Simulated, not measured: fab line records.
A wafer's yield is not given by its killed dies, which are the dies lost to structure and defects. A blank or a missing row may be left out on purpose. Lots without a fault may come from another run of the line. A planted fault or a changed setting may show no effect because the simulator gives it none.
Which tool is to blame? | flow gf180mcu | 13 lots, 39 wafers sampled, at 3 steps of a route of 602

## WHAT THE GAUGES READ, wafer by wafer
GF_M5_OVL_MEAS_08.
lot  | measured     | on         | M5_OVL (nm)
L734 | day 26 13:31 | overlay-01 | 7 -9 6
L735 | day 26 18:59 | overlay-02 | -3 1 -2
L737 | day 27 09:32 | overlay-01 | 4 1 8
L739 | day 28 02:29 | overlay-01 | -2 -6 1
L738 | day 28 04:44 | overlay-01 | -1 -2 -1
L747 | day 30 17:22 | overlay-01 | 7 -7 -2
L750 | day 31 07:02 | overlay-01 | 0 -3 10
L751 | day 31 14:35 | overlay-01 | -2 -4 -5
L752 | day 31 21:13 | overlay-02 | 4 9 -2
L753 | day 32 01:31 | overlay-02 | 0 6 0
L755 | day 32 11:53 | overlay-02 | -1 2 0
L756 | day 32 18:41 | overlay-01 | -2 0 -2
L757 | day 32 21:31 | overlay-01 | 13 2 9

## WHICH TOOL RAN EACH LOT (tool, then ch and the chambers of the sampled wafers, then the start)
lot  | GF_CONTACT_CVD_24            | GF_V4_CVD_23
L734 | cvdW-01 ch 0,1, day 16 08:41 | cvdW-01 ch 0,1, day 24 17:21
L735 | cvdW-01 ch 0,1, day 16 14:40 | cvdW-01 ch 0,1, day 24 22:46
L737 | cvdW-02 ch 0,1, day 17 05:27 | cvdW-02 ch 0,1, day 25 14:22
L739 | cvdW-02 ch 0,1, day 18 00:19 | cvdW-01 ch 0,1, day 26 07:41
L738 | cvdW-02 ch 0,1, day 18 04:03 | cvdW-01 ch 0,1, day 26 10:13
L747 | cvdW-02 ch 0,1, day 21 07:53 | cvdW-01 ch 0, day 29 02:19
L750 | cvdW-01 ch 0,1, day 22 02:08 | cvdW-01 ch 0,1, day 29 17:29
L751 | cvdW-02 ch 0,1, day 22 13:07 | cvdW-02 ch 0,1, day 30 01:52
L752 | cvdW-01 ch 0,1, day 22 21:09 | cvdW-01 ch 0,1, day 30 07:56
L753 | cvdW-02 ch 0,1, day 23 03:40 | cvdW-02 ch 0,1, day 30 13:34
L755 | cvdW-02 ch 0,1, day 23 17:07 | cvdW-01 ch 0,1, day 30 23:37
L756 | cvdW-02 ch 0,1, day 24 03:05 | cvdW-01 ch 0,1, day 31 07:26
L757 | cvdW-01 ch 0,1, day 24 07:02 | cvdW-02 ch 0,1, day 31 09:30
- GF_CONTACT_CVD_24: deposits W, target thk 300 nm, time 90.339 s.
- GF_V4_CVD_23: deposits W, target thk 350 nm, time 104.9 s.

## WHAT THE TOOLS THEMSELVES READ (means of the sampled wafers that have a number; where no wafer has one, the mark that the record gives instead)
GF_CONTACT_CVD_24.
lot  | tool    | chamberPressureTorr (Torr) | heaterPowerOuterW (W) | heaterPowerW (W)
L734 | cvdW-01 | 39.90                      | 556                   | 908
L735 | cvdW-01 | 39.96                      | 532                   | 887
L737 | cvdW-02 | 40.00                      | 542                   | 878
L739 | cvdW-02 | 39.91                      | 564                   | 889
L738 | cvdW-02 | 39.97                      | 557                   | 892
L747 | cvdW-02 | 40.03                      | 570                   | 878
L750 | cvdW-01 | 40.01                      | 543                   | 887
L751 | cvdW-02 | 40.00                      | 520                   | 832
L752 | cvdW-01 | 39.93                      | 560                   | 922
L753 | cvdW-02 | 40.05                      | 561                   | 898
L755 | cvdW-02 | 39.95                      | 524                   | 838
L756 | cvdW-02 | 39.99                      | 517                   | 849
L757 | cvdW-01 | 40.02                      | 542                   | 900

GF_V4_CVD_23.
lot  | tool    | chamberPressureTorr (Torr) | heaterPowerOuterW (W) | heaterPowerW (W)
L734 | cvdW-01 | 39.97                      | 567                   | 930
L735 | cvdW-01 | 40.03                      | 531                   | 909
L737 | cvdW-02 | 40.01                      | 565                   | 893
L739 | cvdW-01 | 40.05                      | 563                   | 910
L738 | cvdW-01 | 39.89                      | 568                   | 924
L747 | cvdW-01 | 40.09                      | 599                   | 964
L750 | cvdW-01 | 39.97                      | 536                   | 893
L751 | cvdW-02 | 39.92                      | 570                   | 910
L752 | cvdW-01 | 40.07                      | 549                   | 902
L753 | cvdW-02 | 39.97                      | 565                   | 901
L755 | cvdW-01 | 39.97                      | 577                   | 949
L756 | cvdW-01 | 39.96                      | 582                   | 932
L757 | cvdW-02 | 40.18                      | 570                   | 901

## THE ANSWER, worked out from the rows above alone
Rule: the usual values come from the lots themselves. The widest of any qualifying gaps counts: lots, ordered by their means at a reading, are off when they make up no more than a third of the lots, leave a main group of 4 or more, and stand apart from it by 3 or more times the standard deviation of that group's means. A main group whose means are all the same, to the digits that the tables above print for the reading, isn't used. Also off: a lot with no number at a reading for which 4 or more lots have one. Where the step has rows for the other lots, those lots are counted as sound. After the gauges, taken in route order, come the tools' own readings; for these a lot's mean is taken, as printed above. At the first step where some lot is off, the reading lying furthest off is the one used; lots without a number count as furthest.
Across all readings shown, no lot is off: no conclusion can be drawn from this.

## WHAT WAS PUT IN BY THE SIMULATOR
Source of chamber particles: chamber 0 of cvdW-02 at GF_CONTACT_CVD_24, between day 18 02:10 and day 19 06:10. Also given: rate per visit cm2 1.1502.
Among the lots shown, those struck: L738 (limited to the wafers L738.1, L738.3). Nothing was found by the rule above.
